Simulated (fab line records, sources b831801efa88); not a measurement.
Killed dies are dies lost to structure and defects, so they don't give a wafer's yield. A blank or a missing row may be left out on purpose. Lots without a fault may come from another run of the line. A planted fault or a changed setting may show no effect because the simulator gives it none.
fab line records | flow sky130
record lots=12 wafers=36 last_day=50
route steps=708 shown VT_ADJUST_HVTP@96 VT_ADJUST_NCORE@127 GATE_OXIDE@194 PAD_OPEN@708
lots that met no fault: from a run of the same line without faults
start_h: hours from the record's first day to the start of the lot's first wafer shown | wait_h: hours since the lot's step before | " the same as in the row above | L1.1+2: a row that stands for several wafers | - no value, or no start given | * or withheld: withheld | < > ~ a bound
route shown NAME@n: a module of which the file shows steps, and the number in the route of the first | usual: mean/standard deviation of fault-free wafers | same: alike in all rows | chamber/n: place in a boat | sites: the reading at each site | _std_site: their standard deviation | _edge_site: outer sites' mean less inner sites' | radius_mm: how far each site lies from the wafer's centre | mask NAME#n: copy n | behind: the tool/chamber that last shaped the wafer | hold: why the lot was held/for how many hours/how that ended | device: the transistor (n, p or np) that didn't switch | end of line: the same wafers' tests at the end of the route | a step without rows: its recipe alone | killed: dies lost to structure and defects at the first sort, not the wafer's yield | map: a wafer's dies, x killed, . not, _ none there
set.NAME: the setting as run; set.NAME@STEP: as run at that earlier step | model.NAME: the simulator's own value behind a step, which no gauge read
steps of the route over a sample of lots; a table a step, a row a wafer
services: from which hour (start_h, from the record's first day; less than 0 if before it) a tool's chamber was out of use, for how many hours, and why
## steps
# step SKY_VT_ADJUST_HVTP_TW_MEAS_11
# usual VT_ADJUST_HVTP_TW=1349/19
# columns lot.wafer tool chamber start_h wait_h VT_ADJUST_HVTP_TW
L707.1 film_metro-03 - 125.28 0.1 1325
L707.2 " - " " 1335
L707.5 " - " " 1326
L709.1 film_metro-02 - 139.42 0.1 1378
L709.5 " - " " 1378
L709.6 " - " " 1385
L710.1 film_metro-04 - 145.34 0.1 1336
L710.3 " - " " 1341
L710.5 " - " " 1343
L711.1 film_metro-03 - 154.03 0.1 1341
L711.5 " - " " 1350
L711.6 " - " " 1338
L720.1 film_metro-03 - 205.09 0.1 1332
L720.2 " - " " 1337
L720.3 " - " " 1332
L721.1 film_metro-04 - 218.24 0.1 1342
L721.3 " - " " 1336
L721.6 " - " " 1337
L722.1 film_metro-02 - 236.63 0.1 1366
L722.2 " - " " 1377
L722.5 " - " " 1367
L723.1 film_metro-03 - 246.14 0.1 1333
L723.3 " - " " 1336
L723.6 " - " " 1324
L724.1 film_metro-03 - 246.84 0.1 1337
L724.4 " - " " 1336
L724.6 " - " " 1331
L725.1 film_metro-03 - 254.13 0.1 1332
L725.4 " - " " 1329
L725.6 " - " " 1339
L729.1 film_metro-03 - 269.73 0.1 1340
L729.3 " - " " 1346
L729.6 " - " " 1338
L728.1 film_metro-03 - 270.38 0.1 1337
L728.2 " - " " 1339
L728.3 " - " " 1339
# step SKY_VT_ADJUST_NCORE_OVL_MEAS_08
# usual VT_ADJUST_NCORE_OVL=0.6/1.4
# columns lot.wafer tool chamber start_h wait_h VT_ADJUST_NCORE_OVL[nm]
L707.1 overlay-02 - 182.11 0.1 0.0
L707.2 " - " " -0.1
L707.5 " - " " 0.0
L709.1 overlay-02 - 199.64 0.1 -0.1
L709.5 " - " " 1.0
L709.6 " - " " 0.5
L710.1 overlay-02 - 206.14 0.1 -0.4
L710.3 " - " " -1.7
L710.5 " - " " -0.7
L711.1 overlay-02 - 217.23 0.1 0.1
L711.5 " - " " -0.7
L711.6 " - " " 0.4
L720.1 overlay-01 - 275.19 0.1 -0.7
L720.2 " - " " -1.4
L720.3 " - " " -2.8
L721.1 overlay-01 - 290.26 0.1 0.8
L721.3 " - " " 0.7
L721.6 " - " " 0.4
L722.1 overlay-01 - 310.19 0.1 0.2
L722.2 " - " " -0.4
L722.5 " - " " -0.7
L723.1 overlay-01 - 320.46 0.1 1.6
L723.3 " - " " 2.8
L723.6 " - " " 4.0
L724.1 overlay-02 - 320.58 0.1 0.4
L724.4 " - " " 1.0
L724.6 " - " " 1.2
L725.1 overlay-01 - 329.54 0.1 3.3
L725.4 " - " " 0.8
L725.6 " - " " 0.7
L729.1 overlay-01 - 345.76 0.1 0.1
L729.3 " - " " -1.1
L729.6 " - " " 0.9
L728.1 overlay-02 - 347.40 0.1 -0.2
L728.2 " - " " 1.1
L728.3 " - " " 0.3
# step SKY_VT_ADJUST_NCORE_STRIP_10
# recipe chemistry=O2/N2 power_w=1400 pressure_mtorr=1500 platen_temp_c=withheld o2_flow_sccm=3000 n2_flow_sccm=300 overash_fraction=0.5
# usual drypump_motor_current_A=5.6/0.41 oes_product_au=0.715/0.0045 strip_time_to_endpoint_s=14.19/0.035
# columns lot.wafer tool chamber start_h wait_h drypump_motor_current_A oes_product_au rf_hours_counter_h strip_time_to_endpoint_s
L707.1 plasma_asher-02 0 182.29 0.1 6.0 0.719 6 14.11
L707.2 " 1 " " 6.0 0.719 6 14.12
L707.5 " 0 " " 6.0 0.713 - 14.18
L709.1 plasma_asher-03 1 199.82 0.1 5.8 0.718 38 14.21
L709.5 " 1 " " 5.8 0.717 - 14.21
L709.6 " 0 " " 5.9 0.714 - 14.24
L710.1 plasma_asher-01 0 206.32 0.1 5.6 0.713 51 14.23
L710.3 " 0 " " 5.6 0.719 - 14.26
L710.5 " 0 " " 5.6 0.713 - 14.28
L711.1 plasma_asher-01 0 217.42 0.1 5.6 0.717 52 14.24
L711.5 " 1 " " 4.9 0.705 - 14.22
L711.6 " 0 " " 5.6 0.721 - 14.20
L720.1 plasma_asher-01 1 275.37 0.1 4.9 0.708 58 14.17
L720.2 " 0 " " 5.6 0.710 58 14.17
L720.3 " 0 " " 5.6 0.714 - 14.21
L721.1 plasma_asher-02 1 290.44 0.1 6.1 0.722 17 14.20
L721.3 " 1 " " 6.0 0.709 - 14.22
L721.6 " 1 " " 6.1 0.719 - 14.17
L722.1 plasma_asher-03 0 310.37 0.1 5.9 0.717 48 14.16
L722.2 " 1 " " 5.7 0.719 48 14.17
L722.5 " 1 " " 5.7 0.724 - 14.15
L723.1 plasma_asher-02 0 320.64 0.1 6.0 0.712 20 14.17
L723.3 " 0 " " 6.0 0.710 - 14.20
L723.6 " 1 " " 6.0 0.718 - 14.16
L724.1 plasma_asher-03 1 320.76 0.1 5.7 0.719 49 14.20
L724.4 " 0 " " 5.9 0.716 - 14.19
L724.6 " 1 " " 5.8 0.711 - 14.16
L725.1 plasma_asher-01 0 329.72 0.1 5.6 0.712 63 14.23
L725.4 " 0 " " 5.6 0.721 - 14.23
L725.6 " 0 " " 5.6 0.719 - 14.24
L729.1 plasma_asher-03 0 345.94 0.1 5.9 0.714 52 14.19
L729.3 " 0 " " 5.9 0.714 - 14.15
L729.6 " 0 " " 5.9 0.714 - 14.19
L728.1 plasma_asher-03 0 347.59 0.1 5.8 0.718 52 14.19
L728.2 " 1 " " 5.8 0.715 52 14.18
L728.3 " 1 " " 5.8 0.718 - 14.18
# step SKY_GATE_OXIDE_EXPOSE_07
# recipe mask_id=LVOM na=0.6 source_shape=conventional sigma_outer=0.6 polarization=unpolarized target_cd_nm=600 dose_mj=170
# usual focus_offset_nm=0.2/0.51
# columns lot.wafer tool chamber start_h wait_h mask focus_offset_nm
L707.1 iline_stepper-01 0 295.57 - LVOM#0 0.6
L707.2 " 0 " " LVOM#0 0.4
L707.5 " 0 " " LVOM#0 1.0
L709.1 iline_stepper-01 0 320.42 - NWM#0 -0.1
L709.5 " 0 " " NWM#0 0.4
L709.6 " 0 " " NWM#0 0.5
L710.1 iline_stepper-02 0 323.94 - LVOM#0 0.4
L710.3 " 0 " " LVOM#0 0.0
L710.5 " 0 " " LVOM#0 0.0
L711.1 iline_stepper-01 0 339.99 - LVOM#0 0.1
L711.5 " 0 " " LVOM#0 -0.9
L711.6 " 0 " " LVOM#0 -0.4
L720.1 iline_stepper-01 0 407.82 - LVOM#0 0.9
L720.2 " 0 " " LVOM#0 0.1
L720.3 " 0 " " LVOM#0 0.6
L721.1 iline_stepper-01 0 425.02 - LVOM#0 0.3
L721.3 " 0 " " LVOM#0 -0.3
L721.6 " 0 " " LVOM#0 -0.3
L722.1 iline_stepper-01 0 445.67 - LVOM#0 0.3
L722.2 " 0 " " LVOM#0 1.0
L722.5 " 0 " " LVOM#0 1.3
L723.1 iline_stepper-01 0 468.42 - LVOM#0 0.6
L723.3 " 0 " " LVOM#0 1.0
L723.6 " 0 " " LVOM#0 0.3
L724.1 iline_stepper-02 0 469.84 - LVOM#0 -0.4
L724.4 " 0 " " LVOM#0 -0.3
L724.6 " 0 " " LVOM#0 -0.9
L725.1 iline_stepper-02 0 472.04 - LVOM#0 -0.4
L725.4 " 0 " " LVOM#0 -1.3
L725.6 " 0 " " LVOM#0 0.1
L729.1 iline_stepper-01 0 487.10 - LVOM#0 0.7
L729.3 " 0 " " LVOM#0 0.0
L729.6 " 0 " " LVOM#0 0.7
L728.1 iline_stepper-02 0 489.36 - LVOM#0 0.5
L728.2 " 0 " " LVOM#0 0.7
L728.3 " 0 " " LVOM#0 0.2
# step SKY_GATE_OXIDE_OVL_MEAS_10
# usual GATE_OXIDE_OVL=0.6/1.5
# columns lot.wafer tool chamber start_h wait_h GATE_OXIDE_OVL[nm]
L707.1 overlay-01 - 307.62 0.1 0.2
L707.2 " - " " -1.4
L707.5 " - " " 1.1
L709.1 overlay-02 - 333.47 0.1 -
L709.5 " - " " -
L709.6 " - " " -
L710.1 overlay-01 - 337.12 0.1 2.1
L710.3 " - " " 1.8
L710.5 " - " " 1.4
L711.1 overlay-02 - 353.07 0.1 0.3
L711.5 " - " " 1.0
L711.6 " - " " 0.2
L720.1 overlay-02 - 422.17 0.1 1.2
L720.2 " - " " -0.9
L720.3 " - " " 0.1
L721.1 overlay-02 - 439.87 0.1 -0.8
L721.3 " - " " -1.1
L721.6 " - " " -0.6
L722.1 overlay-02 - 461.64 0.1 0.7
L722.2 " - " " -1.0
L722.5 " - " " 1.4
L723.1 overlay-02 - 483.64 0.1 -0.5
L723.3 " - " " 0.6
L723.6 " - " " 1.1
L724.1 overlay-01 - 485.22 0.1 3.3
L724.4 " - " " 2.4
L724.6 " - " " 0.7
L725.1 overlay-01 - 487.96 0.1 -1.2
L725.4 " - " " 0.0
L725.6 " - " " -0.5
L729.1 overlay-02 - 501.54 0.1 -2.4
L729.3 " - " " -0.1
L729.6 " - " " -0.4
L728.1 overlay-01 - 504.09 0.1 2.7
L728.2 " - " " 3.0
L728.3 " - " " 2.9
# step SKY_GATE_OXIDE_TW_MEAS_14
# usual GATE_OXIDE_TW=222.8/2
# columns lot.wafer tool chamber start_h wait_h GATE_OXIDE_TW
L707.1 film_metro-04 - 308.01 0.1 221.7
L707.2 " - " " 222.4
L707.5 " - " " 221.0
L709.1 film_metro-04 - 333.85 0.1 29.6
L709.5 " - " " 29.7
L709.6 " - " " 29.5
L710.1 film_metro-01 - 337.50 0.1 226.2
L710.3 " - " " 225.1
L710.5 " - " " 225.6
L711.1 film_metro-01 - 353.47 0.1 225.5
L711.5 " - " " 226.5
L711.6 " - " " 226.5
L720.1 film_metro-04 - 422.56 0.1 223.1
L720.2 " - " " 221.2
L720.3 " - " " 220.9
L721.1 film_metro-01 - 440.26 0.1 224.6
L721.3 " - " " 225.5
L721.6 " - " " 226.0
L722.1 film_metro-04 - 462.02 0.1 220.8
L722.2 " - " " 220.5
L722.5 " - " " 219.4
L723.1 film_metro-03 - 484.02 0.1 221.6
L723.3 " - " " 223.2
L723.6 " - " " 222.6
L724.1 film_metro-01 - 485.61 0.1 223.9
L724.4 " - " " 225.6
L724.6 " - " " 224.9
L725.1 film_metro-04 - 488.35 0.1 223.1
L725.4 " - " " 221.9
L725.6 " - " " 222.9
L729.1 film_metro-04 - 501.94 0.1 223.0
L729.3 " - " " 223.4
L729.6 " - " " 222.3
L728.1 film_metro-01 - 504.47 0.1 225.9
L728.2 " - " " 225.3
L728.3 " - " " 224.7
# step SKY_PAD_OPEN_PROBE_99
# usual killed_at_M0_to_M3=43/6.2 killed_at_M4_up=2.8/1.7 killed_at_contacts=24/4.8 killed_at_front_end=15/4.3 killed_at_other=0.3/0.55 killed_dies=85/8.4 killed_on_rim=17/3.8 killed_open=46/6.7 killed_short=38/6.2
# same gross_dies=492 killed_at_back_side=0
# columns lot.wafer tool chamber start_h wait_h killed_at_M0_to_M3 killed_at_M4_up killed_at_contacts killed_at_front_end killed_at_other killed_dies killed_on_rim killed_open killed_short
L707.1 prober-02 - 1071.23 0.1 49 3 20 13 0 85 16 53 32
L707.2 prober-02 - 1071.28 0.1 40 5 23 13 0 81 20 45 36
L707.5 prober-02 - 1071.43 0.2 51 2 17 10 1 81 13 47 34
L709.1 prober-02 - 1089.25 0.1 40 3 32 417 0 492 96 45 43
L709.5 prober-02 - 1089.45 0.2 39 3 26 424 0 492 96 34 48
L709.6 prober-02 - 1089.50 0.2 36 5 15 436 0 492 96 34 33
L720.1 prober-01 - 1147.19 0.1 37 3 28 16 1 85 13 48 37
L720.2 prober-01 - 1147.24 0.1 46 4 24 8 1 83 23 45 38
L720.3 prober-01 - 1147.29 0.2 41 2 23 15 0 81 13 44 37
L721.1 prober-02 - 1156.45 0.1 47 2 21 15 0 85 13 38 46
L721.3 prober-02 - 1156.55 0.2 58 2 15 17 2 94 19 52 39
L721.6 prober-02 - 1156.70 0.2 40 4 18 18 1 81 14 34 46
L722.1 prober-01 - 1171.89 0.1 54 4 22 12 0 92 19 56 36
L722.2 prober-01 - 1171.94 0.1 40 2 21 23 0 86 14 38 48
L722.5 prober-01 - 1172.09 0.2 50 3 27 25 0 105 20 56 49
# killed by level:class
L707.1 VIA1:geometric_particle:open=12 CONTACT:geometric_particle:open=11 VIA3:geometric_particle:open=11 FIELD_ISO:geometric_particle:short=6 VIA1:geometric_particle:short=5 LI_CONTACT:geometric_particle:open=4 VIA2:geometric_particle:short=4 VIA2:geometric_particle:open=4
L707.2 VIA1:geometric_particle:open=11 LI_CONTACT:geometric_particle:open=9 VIA1:geometric_particle:short=7 CONTACT:geometric_particle:open=6 FIELD_ISO:geometric_particle:short=5 VIA3:geometric_particle:open=5 POLY_GATE:geometric_particle:open=4 CONTACT:geometric_particle:short=4
L707.5 VIA2:geometric_particle:open=9 VIA1:geometric_particle:open=9 METAL2:geometric_particle:short=8 CONTACT:geometric_particle:open=7 VIA1:geometric_particle:short=5 VIA3:geometric_particle:open=5 FIELD_ISO:geometric_particle:short=3 FIELD_ISO:geometric_particle:open=3
L709.1 GATE_OXIDE:area_expose=404 LI_CONTACT:geometric_particle:open=12 CONTACT:geometric_particle:open=10 VIA1:geometric_particle:open=7 VIA1:geometric_particle:short=6 VIA2:geometric_particle:open=6 VIA3:geometric_particle:open=6 FIELD_ISO:geometric_particle:short=5
L709.5 GATE_OXIDE:area_expose=410 METAL2:geometric_particle:short=9 LI_CONTACT:geometric_particle:short=7 LI_CONTACT:geometric_particle:open=7 FIELD_ISO:geometric_particle:short=6 CONTACT:geometric_particle:short=5 METAL1:geometric_particle:short=5 VIA1:geometric_particle:open=5
L709.6 GATE_OXIDE:area_expose=425 VIA1:geometric_particle:open=9 METAL2:geometric_particle:short=6 VIA2:geometric_particle:open=6 LOCAL_INTERCONNECT:geometric_particle:short=5 LI_CONTACT:geometric_particle:open=4 METAL4:geometric_particle:short=4 METAL1:geometric_particle:short=4
L720.1 CONTACT:geometric_particle:open=11 VIA1:geometric_particle:open=8 LI_CONTACT:geometric_particle:open=7 VIA2:geometric_particle:open=6 METAL1:geometric_particle:short=6 FIELD_ISO:geometric_particle:short=4 LI_CONTACT:geometric_particle:short=4 VIA1:geometric_particle:short=4
L720.2 VIA1:geometric_particle:open=10 LI_CONTACT:geometric_particle:open=8 VIA2:geometric_particle:short=7 VIA1:geometric_particle:short=6 VIA3:geometric_particle:open=6 CONTACT:geometric_particle:open=5 METAL1:geometric_particle:short=4 LI_CONTACT:geometric_particle:short=4
L720.3 VIA1:geometric_particle:open=10 CONTACT:geometric_particle:open=7 LI_CONTACT:geometric_particle:open=6 FIELD_ISO:geometric_particle:short=5 VIA2:geometric_particle:open=5 VIA3:geometric_particle:open=5 METAL1:geometric_particle:short=4 CONTACT:geometric_particle:short=4
L721.1 VIA3:geometric_particle:open=8 VIA1:geometric_particle:open=6 POLY_GATE:geometric_particle:open=6 LI_CONTACT:geometric_particle:open=6 METAL1:geometric_particle:short=6 VIA1:geometric_particle:short=5 CONTACT:geometric_particle:short=5 CONTACT:geometric_particle:open=5
L721.3 VIA1:geometric_particle:open=13 VIA3:geometric_particle:open=9 METAL2:geometric_particle:short=9 VIA1:geometric_particle:short=8 FIELD_ISO:geometric_particle:short=6 VIA2:geometric_particle:open=6 POLY_GATE:geometric_particle:open=5 LI_CONTACT:geometric_particle:open=5
L721.6 CONTACT:geometric_particle:open=9 VIA1:geometric_particle:open=8 FIELD_ISO:geometric_particle:short=6 VIA3:geometric_particle:open=6 VIA1:geometric_particle:short=5 METAL2:geometric_particle:short=5 FIELD_ISO:geometric_particle:open=4 LOCAL_INTERCONNECT:geometric_particle:short=4
L722.1 VIA1:geometric_particle:open=15 VIA3:geometric_particle:open=11 CONTACT:geometric_particle:open=8 VIA2:geometric_particle:open=8 LOCAL_INTERCONNECT:geometric_particle:short=5 METAL1:geometric_particle:short=4 VIA1:geometric_particle:short=4 METAL3:geometric_particle:short=4
L722.2 POLY_GATE:geometric_particle:short=7 LI_CONTACT:geometric_particle:open=7 VIA1:geometric_particle:open=6 METAL2:geometric_particle:short=6 METAL1:geometric_particle:short=5 SPACER:geometric_particle:open=5 VIA1:geometric_particle:short=5 VIA2:geometric_particle:short=5
L722.5 VIA1:geometric_particle:open=12 LI_CONTACT:geometric_particle:open=10 CONTACT:geometric_particle:open=9 POLY_GATE:geometric_particle:short=8 VIA2:geometric_particle:open=7 VIA2:geometric_particle:short=6 METAL2:geometric_particle:short=5 VIA3:geometric_particle:open=5
## services
# columns tool chamber start_h hours kind
iline_stepper-02 0 161.44 - calibration
iline_stepper-02 - 191.80 2.1 pm
iline_stepper-02 - 193.89 - consumable_replace:lamp
plasma_asher-01 - 199.77 3.3 repair
plasma_asher-03 - 201.46 2.2 repair
iline_stepper-01 - 208.71 1.7 pm
plasma_asher-02 - 253.87 2.8 pm
iline_stepper-01 0 269.37 - calibration
iline_stepper-02 - 279.15 1.7 pm
plasma_asher-03 - 323.88 0.4 repair
plasma_asher-01 - 340.91 1.2 repair
iline_stepper-02 - 375.51 4.4 pm
iline_stepper-02 0 384.13 - calibration
plasma_asher-02 - 401.10 14.6 pm
plasma_asher-03 - 421.36 11.0 repair
iline_stepper-01 - 426.89 1.7 pm
## key
first_sign step=SKY_GATE_OXIDE_EXPOSE_07 reading=mask direction=changed
effect step=SKY_GATE_OXIDE_OVL_MEAS_10 reading=GATE_OXIDE_OVL direction=missing
effect step=SKY_GATE_OXIDE_TW_MEAS_14 reading=GATE_OXIDE_TW direction=down sigmas=96 usual=222.8 struck=29.6
effect step=SKY_PAD_OPEN_PROBE_99 reading=killed_at_front_end direction=up sigmas=96 usual=15 struck=426
more_kills_born_at SKY_GATE_OXIDE_EXPOSE_07@iline_stepper-01=1239
met_at SKY_GATE_OXIDE_EXPOSE_07
struck_lots L709
later_rows_left_out L709.1,L709.5,L709.6
tester_left_out L709
not_acting_at SKY_VT_ADJUST_HVTP_TW_MEAS_11,SKY_VT_ADJUST_NCORE_OVL_MEAS_08,SKY_VT_ADJUST_NCORE_STRIP_10
onset_between 295.57 320.42
fault kind=wrong_mask tool=any chamber=- onset_h=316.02 steps=SKY_GATE_OXIDE_EXPOSE_07 aux_copy=NWM#0 scope=struck_lots_only
# tester_left_out: of these lots the tester's yield and bins aren't shown, on N5 and GAA mostly nor the transistor test; their killed dies are dies lost to structure and defects alone, not to doping, threshold or leakage, so they don't give the yield
# later_rows_left_out: the simulator's readings of these wafers behind a module that went badly wrong aren't trusted and aren't shown, but for the sort
